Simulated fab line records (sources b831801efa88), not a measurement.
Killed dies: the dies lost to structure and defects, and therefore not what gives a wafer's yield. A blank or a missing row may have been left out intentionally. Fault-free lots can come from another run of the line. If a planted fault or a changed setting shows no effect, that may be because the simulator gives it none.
What tool caused it?	flow sky130	11 lots, 32 wafers sampled, at 5 steps of a route of 708

WHAT THE GAUGES READ, wafer by wafer
SKY_GATE_OXIDE_THK_MEAS_02.
lot	measured	on	GATE_OXIDE_OXIDATION_00_THK (nm)
L110	day 12 13:07	film metro-03	10.26 10.20 10.20
L112	day 13 01:53	film metro-02	10.32 10.27 10.43
L114	day 14 09:56	film metro-02	10.41 10.34 10.47
L115	day 14 09:59	film metro-04	10.19 10.06 10.07
L116	day 15 17:10	film metro-02	10.31 10.29 10.40
L117	day 15 17:49	film metro-04	10.59 10.38 10.55
L118	day 16 15:55	film metro-02	10.17 10.31 10.53
L119	day 16 13:02	film metro-04	10.51 10.52 10.21
L120	day 16 15:55	film metro-03	10.49 10.39 10.25
L122	day 16 22:31	film metro-02	10.28 10.14 10.14
L126	day 18 10:30	film metro-03	10.02 9.94

SKY_SD_P_CD_MEAS_07 targets a cd of 380 nm.
lot	measured	on	cd nm (nm)
L110	day 26 02:14	cd sem-02	375 373 377
L112	day 26 00:44	cd sem-02	379 377 377
L114	day 27 06:40	cd sem-02	377 376 376
L115	day 27 05:34	cd sem-02	381 379 379
L116	day 28 15:53	cd sem-02	378 382 379
L117	day 28 14:40	cd sem-02	380 380 379
L118	day 29 13:41	cd sem-02	379 378 379
L119	day 29 11:14	cd sem-02	376 375 377
L120	day 29 18:20	cd sem-01	386 385 381
L122	day 29 18:59	cd sem-01	378 381 382
L126	day 31 08:36	cd sem-01	377 376

SKY_METAL5_THK_MEAS_06: measures by xrf.
lot	measured	on	METAL5_ALCU_THK (nm)
L110	day 43 13:52	film metro-02	1158 1173 1180
L112	day 43 12:51	film metro-03	1130 1137 1144
L114	day 44 11:45	film metro-03	1140 1158 1167
L115	day 44 08:36	film metro-02	1153 1169 1166
L116	day 45 14:22	film metro-03	1163 1138 1154
L117	day 45 12:18	film metro-03	1124 1138 1127
L118	day 46 01:42	film metro-04	1149 1145 1152
L119	day 45 23:44	film metro-04	1112 1132 1154
L120	day 46 10:18	film metro-03	1164 1159 1163
L122	day 46 11:03	film metro-02	1141 1149 1156
L126	day 47 12:30	film metro-02	1134 1070 1135 1066

WHICH TOOL RAN EACH LOT (tool, then ch and the chambers of the sampled wafers, then the start)
lot	SKY_FIELD_ISO_ETCH_14	SKY_METAL5_SPUTTER_04
L110	rie diel-02 ch 0,2, day 2 04:52	pvd sputter-02, day 43 13:41
L112	rie diel-03 ch 0,2,3, day 2 15:45	pvd sputter-04, day 43 12:40
L114	rie diel-04 ch 1,3, day 3 02:52	pvd sputter-04, day 44 11:35
L115	rie diel-03 ch 0,1,3, day 3 07:13	pvd sputter-04, day 44 08:26
L116	rie diel-03 ch 0,2,3, day 3 14:49	pvd sputter-02, day 45 14:11
L117	rie diel-02 ch 1,2, day 3 19:12	pvd sputter-04, day 45 12:08
L118	rie diel-04 ch 1,2,3, day 3 23:49	pvd sputter-01, day 46 01:31
L119	rie diel-02 ch 0,1,3, day 4 05:54	pvd sputter-02, day 45 23:34
L120	rie diel-04 ch 2,3, day 4 10:45	pvd sputter-01, day 46 10:07
L122	rie diel-03 ch 1,2,3, day 4 23:05	pvd sputter-04, day 46 10:53
L126	rie diel-04 ch 2,3, day 5 20:27	pvd sputter-04, day 47 12:19
- SKY_FIELD_ISO_ETCH_14: etches BARC in N2/H2, stops on SiO2, time 45.9 s, target depth 60 nm.
- SKY_METAL5_SPUTTER_04: material TiN, target thk 70 nm, time 58.3 s.

AS READ BY THE TOOLS THEMSELVES (means over the sampled wafers that have a number; for cases with no such wafer, the mark the record gives instead)
SKY_FIELD_ISO_ETCH_14.
lot	tool	drypump motor current A (A)	oes product au (a.u.)	throttle valve pct (%)
L110	rie diel-02	5.3	0.858	13.240
L112	rie diel-03	5.6	0.855	13.222
L114	rie diel-04	5.8	0.857	13.220
L115	rie diel-03	5.9	0.854	13.224
L116	rie diel-03	5.7	0.856	13.214
L117	rie diel-02	5.5	0.859	13.227
L118	rie diel-04	5.7	0.853	13.221
L119	rie diel-02	5.5	0.854	13.229
L120	rie diel-04	5.8	0.854	13.234
L122	rie diel-03	5.7	0.851	13.231
L126	rie diel-04	5.7	0.851	13.226

SKY_METAL5_SPUTTER_04.
lot	tool	cathode dc power W (W)	throttle valve pct (%)
L110	pvd sputter-02	6499.7	30.7
L112	pvd sputter-04	6500.1	29.8
L114	pvd sputter-04	6501.3	30.2
L115	pvd sputter-04	6498.6	30.1
L116	pvd sputter-02	6499.6	30.1
L117	pvd sputter-04	6500.1	29.4
L118	pvd sputter-01	6500.5	29.1
L119	pvd sputter-02	6499.6	30.1
L120	pvd sputter-01	6499.8	29.2
L122	pvd sputter-04	6499.0	30.8
L126	pvd sputter-04	6498.8	29.9

THE ANSWER, worked out from the rows above alone
Rule: the lots themselves supply what counts as usual. Put in order of their means at a reading, lots are off if they are a third of the lots or fewer, leave a main group of 4 or more, and stand apart from it by a gap of 3 or more times the standard deviation of the main group's means; of several such gaps the widest counts. If all means in a main group match to the digits the tables above print for the reading, that group is not used. A lot without any number at a reading at which 4 lots or more have one is off too. Where the step has rows for the other lots, those lots are counted as sound. Order of review: gauges by route order, followed by the tools' own readings, for which a lot's mean as printed above is used. At the first step where some lot is off, the reading lying furthest off is the one used; lots without a number count as furthest.
No lot is off at any reading shown: from this, nothing can be told.

WHAT THE SIMULATOR HAD INSERTED
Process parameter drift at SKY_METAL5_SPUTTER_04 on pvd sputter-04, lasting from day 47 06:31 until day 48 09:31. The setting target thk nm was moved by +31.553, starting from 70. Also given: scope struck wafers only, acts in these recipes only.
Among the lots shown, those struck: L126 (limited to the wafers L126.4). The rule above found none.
